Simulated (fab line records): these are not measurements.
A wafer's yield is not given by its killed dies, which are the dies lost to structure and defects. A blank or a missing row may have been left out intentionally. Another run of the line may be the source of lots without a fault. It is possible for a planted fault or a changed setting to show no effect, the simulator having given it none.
Which tool did it? | flow sky130 | 12 lots, 36 wafers sampled, at 6 steps of a route of 708

== WHAT THE GAUGES READ, wafer by wafer ==
SKY_PWDE_OVL_MEAS_07.
lot  | measured    | on         | PWDE_OVL (nm)
L220 | day 4 04:48 | overlay-02 | -0.5 -2.5 -1.9
L221 | day 4 07:36 | overlay-01 | -1.4 0.3 -1.5
L223 | day 4 19:15 | overlay-01 | -1.4 -0.9 -2.7
L224 | day 4 22:33 | overlay-02 | -2.1 -2.0 -2.7
L225 | day 5 03:58 | overlay-02 | -4.9 -2.6 -2.7
L226 | day 5 09:43 | overlay-02 | -2.4 -1.4 -1.4
L227 | day 5 17:33 | overlay-02 | -3.7 -1.4 -0.7
L236 | day 8 00:32 | overlay-02 | -1.6 -2.9 -4.1
L237 | day 8 06:41 | overlay-02 | -2.3 -3.2 -3.7
L239 | day 8 10:56 | overlay-02 | -1.7 -1.6 -1.7
L240 | day 8 18:08 | overlay-01 | -1.8 -0.5 -0.6
L242 | day 9 04:51 | overlay-01 | 0.1 -1.5 0.3

SKY_NWELL_OVL_MEAS_10.
lot  | measured     | on         | NWELL_00_OVL (nm)
L220 | day 4 21:29  | overlay-02 | -1.3 -1.0 0.3
L221 | day 4 23:50  | overlay-02 | -1.4 -1.3 0.2
L223 | day 5 12:29  | overlay-02 | 1.4 1.6 -2.1
L224 | day 5 15:10  | overlay-02 | 1.2 1.1 0.6
L225 | day 5 22:13  | overlay-01 | -0.5 1.4 0.5
L226 | day 6 03:49  | overlay-01 | 1.6 -0.9 -1.3
L227 | day 6 11:14  | overlay-01 | -0.3 0.5 -0.1
L236 | day 8 20:56  | overlay-01 | 0.4 -1.0 -0.6
L237 | day 9 04:24  | overlay-02 | -1.4 -0.4 0.5
L239 | day 9 07:47  | overlay-01 | -0.8 -0.4 -0.5
L240 | day 9 15:33  | overlay-02 | 0.6 1.4 0.4
L242 | day 10 03:17 | overlay-01 | 0.1 1.9 1.5

SKY_NWELL_TW_MEAS_15.
lot  | measured     | on            | NWELL_TW
L220 | day 4 22:05  | film-metro-03 | 1823 1817 1817
L221 | day 5 00:26  | film-metro-02 | 1821 1828 1819
L223 | day 5 13:05  | film-metro-03 | 1815 1817 1812
L224 | day 5 15:50  | film-metro-03 | 1823 1827 1825
L225 | day 5 22:48  | film-metro-03 | 1812 1811 1805
L226 | day 6 04:23  | film-metro-04 | 1859 1846 1854
L227 | day 6 11:49  | film-metro-03 | 1854 1833 1837
L236 | day 8 21:31  | film-metro-02 | 1822 1820 1820
L237 | day 9 04:59  | film-metro-04 | 1814 1821 1819
L239 | day 9 08:22  | film-metro-03 | 1831 1822 1828
L240 | day 9 16:08  | film-metro-03 | 1830 1838 1819
L242 | day 10 03:52 | film-metro-04 | 1811 1814 1810

SKY_NWELL_RS_MEAS_29: a four-point-probe measurement.
lot  | measured     | on            | NWELL_RS (ohm/sq)
L220 | day 5 15:02  | film-metro-04 | 625.2 626.1 626.9
L221 | day 5 18:21  | film-metro-02 | 625.4 623.1 625.5
L223 | day 6 07:54  | film-metro-02 | 625.0 624.5 625.0
L224 | day 6 10:26  | film-metro-03 | 623.6 623.1 623.8
L225 | day 6 18:02  | film-metro-04 | 626.6 627.9 624.6
L226 | day 6 23:56  | film-metro-04 | 612.5 611.4 612.4
L227 | day 7 07:22  | film-metro-04 | 613.2 612.9 612.3
L236 | day 9 20:02  | film-metro-04 | 624.5 624.9 624.6
L237 | day 10 03:14 | film-metro-03 | 625.2 625.3 625.1
L239 | day 10 06:44 | film-metro-03 | 628.2 626.5 625.5
L240 | day 10 15:22 | film-metro-04 | 625.7 625.7 627.3
L242 | day 11 03:05 | film-metro-02 | 624.6 623.5 623.4

== TOOL THAT RAN EACH LOT (tool first, then ch and the chambers of the sampled wafers, then the start) ==
lot  | SKY_FIELD_ISO_ETCH_15             | SKY_NWELL_IMPLANT_11
L220 | rie-diel-02 ch 0,1,3, day 2 11:12 | implanter-04 ch 0, day 4 21:32
L221 | rie-diel-03 ch 0,2,3, day 2 14:39 | implanter-02 ch 0, day 4 23:54
L223 | rie-diel-02 ch 2,3, day 3 01:55   | implanter-04 ch 0, day 5 12:32
L224 | rie-diel-02 ch 2,3, day 3 07:19   | implanter-04 ch 0, day 5 15:17
L225 | rie-diel-01 ch 0,1,3, day 3 13:09 | implanter-02 ch 0, day 5 22:15
L226 | rie-diel-03 ch 1,2,3, day 3 16:07 | implanter-04 ch 0, day 6 03:50
L227 | rie-diel-02 ch 0,2,3, day 3 22:52 | implanter-04 ch 0, day 6 11:16
L236 | rie-diel-02 ch 0,2,3, day 6 02:16 | implanter-01 ch 0, day 8 20:58
L237 | rie-diel-02 ch 0,1,3, day 6 06:04 | implanter-02 ch 0, day 9 04:28
L239 | rie-diel-03 ch 0,3, day 6 11:10   | implanter-01 ch 0, day 9 07:49
L240 | rie-diel-02 ch 0,3, day 6 17:13   | implanter-02 ch 0, day 9 15:37
L242 | rie-diel-01 ch 0,1, day 7 04:07   | implanter-02 ch 0, day 10 03:19
- SKY_FIELD_ISO_ETCH_15: etches the open film in CHF3/O2, stops on Si, target depth 180 nm, time 72 s.
- SKY_NWELL_IMPLANT_11

== WHAT THE TOOLS THEMSELVES READ (means of the sampled wafers that have a number; where no wafer has one, the mark that the record gives instead) ==
SKY_FIELD_ISO_ETCH_15.
lot  | tool        | drypump-motor-current-A (A) | oes-product-au (a.u.) | throttle-valve-pct (%)
L220 | rie-diel-02 | 5.5                         | 0.936                 | 8.846
L221 | rie-diel-03 | 5.3                         | 0.941                 | 8.846
L223 | rie-diel-02 | 6.1                         | 0.944                 | 8.838
L224 | rie-diel-02 | 5.7                         | 0.931                 | 8.837
L225 | rie-diel-01 | 5.7                         | 0.934                 | 8.841
L226 | rie-diel-03 | 5.0                         | 0.940                 | 8.848
L227 | rie-diel-02 | 5.9                         | 0.939                 | 8.838
L236 | rie-diel-02 | 5.9                         | 0.941                 | 8.843
L237 | rie-diel-02 | 5.5                         | 0.935                 | 8.835
L239 | rie-diel-03 | 5.3                         | 0.941                 | 8.843
L240 | rie-diel-02 | 5.7                         | 0.939                 | 8.847
L242 | rie-diel-01 | 5.7                         | 0.929                 | 8.830

SKY_NWELL_IMPLANT_11.
lot  | tool         | beam-energy-keV | dose-ions-cm2
L220 | implanter-04 | 400.09          | 1.8977e+13
L221 | implanter-02 | 399.89          | 1.8990e+13
L223 | implanter-04 | 399.94          | 1.9002e+13
L224 | implanter-04 | 399.98          | 1.9016e+13
L225 | implanter-02 | 400.04          | 1.8985e+13
L226 | implanter-04 | 399.89          | 1.9760e+13
L227 | implanter-04 | 399.91          | 1.9750e+13
L236 | implanter-01 | 399.89          | 1.9010e+13
L237 | implanter-02 | 399.86          | 1.8987e+13
L239 | implanter-01 | 400.11          | 1.9039e+13
L240 | implanter-02 | 400.06          | 1.8989e+13
L242 | implanter-02 | 399.79          | 1.8988e+13

== THE ANSWER, worked out from the rows above alone ==
Rule: usual is defined by the lots themselves. Put in order of their means at a reading, lots are off if they are a third of the lots or fewer, leave a main group of 4 or more, and stand apart from it by a gap of 3 or more times the standard deviation of the main group's means; of several such gaps the widest counts. The tables above print the reading to a certain number of digits; a main group whose means all agree to those digits is not used. Also off: a lot with no number at a reading for which 4 or more lots have one. Where the step has rows for the other lots, those lots are counted as sound. After the gauges, taken in route order, come the tools' own readings; for these a lot's mean is taken, as printed above. At the first step where some lot is off, the reading lying furthest off is the one used; lots without a number count as furthest.
Off: L226, L227, seen at SKY_NWELL_RS_MEAS_29 (NWELL_RS). Mean 625.2 ohm/sq and standard deviation 1 in the main group.
If a tool, at a process step before that reading, ran all the lots that are off and no sound lot after the first of them, it fits. The gauges at SKY_NWELL_RS_MEAS_29 aren't tried: what is off there is off at SKY_NWELL_IMPLANT_11 too, on other tools, and a gauge's error can't cause that. One fits: implanter-04 at SKY_NWELL_IMPLANT_11. A fault onset in the window from L224 (day 5 15:17, its last sound lot) to L226 (day 6 03:50, its first lot off) fits.
The tool's own readings at SKY_NWELL_IMPLANT_11 bear it out: on the lots that are off they differ by more than 5 times the standard deviation of the sound lots' means. dose-ions-cm2 reads 1.9755e+13 there against 1.8998e+13 on the sound lots.

== WHAT HAD BEEN PUT IN BY THE SIMULATOR ==
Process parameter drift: implanter-04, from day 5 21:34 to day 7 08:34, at SKY_NWELL_IMPLANT_11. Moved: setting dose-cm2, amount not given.
Struck lots among those shown: L226, L227. The rule above found the same.
